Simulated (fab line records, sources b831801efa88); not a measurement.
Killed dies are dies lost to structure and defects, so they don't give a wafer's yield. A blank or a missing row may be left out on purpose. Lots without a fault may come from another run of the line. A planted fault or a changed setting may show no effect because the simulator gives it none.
A struck lot beside a sound one | flow sfq_line | 25 steps out of a route of 325
Sound: wafers L412.2, L412.3, L412.5. Struck: wafer L426.5. (L426.6 of the same lot was not struck and is left out.) The cause comes at the end.
At each step with rows: each side's tool, then ch and its chambers, then its first start. Under that, the readings that differ: sound wafers | struck wafers | difference of the means | sigmas: that difference in standard deviations of wafers without a fault.
alike: readings whose means differ by less than 2 such deviations, and words and numbers that are the same on both sides. not compared: withheld readings, readings that some wafer has no value for, bounds like >300 that may hide the same value, and numbers for which the record gives no deviation and whose values overlap.
The two part at a step that has a row with sigmas, a row that says differs or no value, or rows on one side only. Numbers that don't overlap but have no deviation are shown without sigmas and don't part them. A reading that every wafer of one side lacks parts them only if that side has two wafers or more.

first, 6 steps without rows for these wafers: SFQ_TRILAYER_M7_LITHO_COAT_182 (resist thk 62 nm); SFQ_TRILAYER_M7_LITHO_COAT_177 (resist thk 600 nm); SFQ_TRILAYER_M7_LITHO_SOFTBAKE_181; SFQ_TRILAYER_M7_LITHO_EXPOSE_178 (exposes mask M7, target cd 500 nm); SFQ_TRILAYER_M7_LITHO_PEB_180 (peb time 60 s); SFQ_TRILAYER_M7_LITHO_DEVELOP_179 (time 60 s).
SFQ_M7_OVL_MEAS_945:
  sound on overlay-02, day 77 06:06; struck on overlay-01, day 78 19:19
  alike: M7_OVL
SFQ_TRILAYER_M7_BARC_OPEN_METAL_ETCH_229: etches BARC in O2, target depth 125 nm, time 41.7 s.
  sound on rie_metal-04 ch 0,1, day 77 06:08; struck on rie_metal-02 ch 0, day 78 19:22
  reading               | sound             | struck | difference | sigmas
  oes_product_au (a.u.) | 0.683 0.682 0.688 | 0.696  | +0.012     | +3
  alike: drypump_motor_current_A
  not compared: rf_hours_counter_h
then, 1 step without rows for these wafers: SFQ_TRILAYER_M7_ETCH_METAL_ETCH_180 (etches Nb in Cl2/Ar, stops on SiO2, target depth 240 nm, time 120 s).
SFQ_TRILAYER_M7_STRIP_STRIP_181: strips in O2.
  sound on rie_metal-04 ch 0,1, day 77 06:19; struck on rie_metal-02 ch 0, day 78 19:55
  alike: drypump_motor_current_A, oes_product_au
  not compared: rf_hours_counter_h
then, 1 step without rows for these wafers: SFQ_TRILAYER_M7_STRIP_SOLV_CLEAN_182 (cleans in NMP, time 600 s).
SFQ_TRILAYER_I7_DEP_PECVD_183: deposits SiO2 from SiH4/N2O, time 111.11 s, target thk 500 nm.
  sound on pecvd-01 ch 0,2, day 77 07:07; struck on pecvd-01 ch 0, day 78 20:20
  alike: heater_power_w, throttle_valve_pct
  not compared: since_wet_clean_h
SFQ_TRILAYER_I7_CMP_CMP_184: polishes SiO2.
  sound on cmp-01 ch 0,1, day 77 10:10; struck on cmp-02 ch 2, day 79 13:27
  reading                                             | sound             | struck | difference | sigmas
  model.SiO2_of_TRILAYER_I7_DEP_PECVD_183.thk_nm (nm) | 200.1 202.5 199.6 | 220.9  | +20.2      |
  alike: motor_current_A, time_to_endpoint_s
SFQ_I7_BOW_MEAS_946:
  sound on film_metro-03, day 77 13:11; struck on film_metro-01, day 79 14:32
  alike: I7_BOW
SFQ_TRILAYER_I7_METRO_MEASURE_185:
  sound on film_metro-03, day 77 13:29; struck on film_metro-01, day 79 15:22
  reading     | sound             | struck | difference | sigmas
  thk_nm (nm) | 200.0 202.5 199.6 | 221.2  | +20.5      | +15
then, 6 steps without rows for these wafers: SFQ_TRILAYER_I7_VIA_LITHO_COAT_192 (resist thk 62 nm); SFQ_TRILAYER_I7_VIA_LITHO_COAT_187 (resist thk 650 nm); SFQ_TRILAYER_I7_VIA_LITHO_SOFTBAKE_191; SFQ_TRILAYER_I7_VIA_LITHO_EXPOSE_188 (exposes mask I7, target cd 1000 nm); SFQ_TRILAYER_I7_VIA_LITHO_PEB_190 (peb time 60 s); SFQ_TRILAYER_I7_VIA_LITHO_DEVELOP_189 (time 60 s).
-- the record jumps here: 4 days lie between the struck wafers' starts before and after --
SFQ_I7_OVL_MEAS_947:
  sound on overlay-02, day 80 06:30; struck on overlay-01, day 83 07:56
  alike: I7_OVL
SFQ_TRILAYER_I7_VIA_BARC_OPEN_VIA_ETCH_260: etches BARC in O2, target depth 125 nm, time 41.7 s.
  sound on rie_diel-03 ch 1,2, day 80 06:32; struck on rie_diel-03 ch 2, day 83 07:58
  reading                     | sound       | struck | difference | sigmas
  drypump_motor_current_A (A) | 4.8 6.1 4.8 | 6.1    | +0.9       | +2
  alike: oes_product_au
  not compared: rf_hours_counter_h
SFQ_TRILAYER_I7_VIA_ETCH_VIA_ETCH_190: etches SiO2 in CHF3, stops on Nb, target depth 260 nm.
  sound on rie_diel-03 ch 1,2, day 80 06:34; struck on rie_diel-03 ch 2, day 83 08:02
  reading                        | sound             | struck | difference | sigmas
  drypump_motor_current_A (A)    | 4.8 6.1 4.8       | 6.1    | +0.9       | +2
  oes_product_au (a.u.)          | 0.859 0.863 0.850 | 0.898  | +0.041     | +7
  model.etch.depth_nm (nm)       | 200.1 202.5 199.6 | 220.9  | +20.2      |
  model.I7.feature_depth_nm (nm) | 200.1 202.5 199.6 | 220.9  | +20.2      |
SFQ_TRILAYER_I7_VIA_STRIP_STRIP_191: strips in O2.
  sound on rie_metal-02 ch 0, day 80 06:41; struck on rie_metal-03 ch 1, day 83 08:30
  reading                     | sound       | struck | difference | sigmas
  drypump_motor_current_A (A) | 5.4 5.4 5.4 | 6.5    | +1.1       | +3
  alike: oes_product_au
  not compared: rf_hours_counter_h

WHERE THEY PART
First at SFQ_TRILAYER_M7_BARC_OPEN_METAL_ETCH_229; last, within this record, at SFQ_TRILAYER_I7_VIA_STRIP_STRIP_191.

WHY: what the simulator had put in
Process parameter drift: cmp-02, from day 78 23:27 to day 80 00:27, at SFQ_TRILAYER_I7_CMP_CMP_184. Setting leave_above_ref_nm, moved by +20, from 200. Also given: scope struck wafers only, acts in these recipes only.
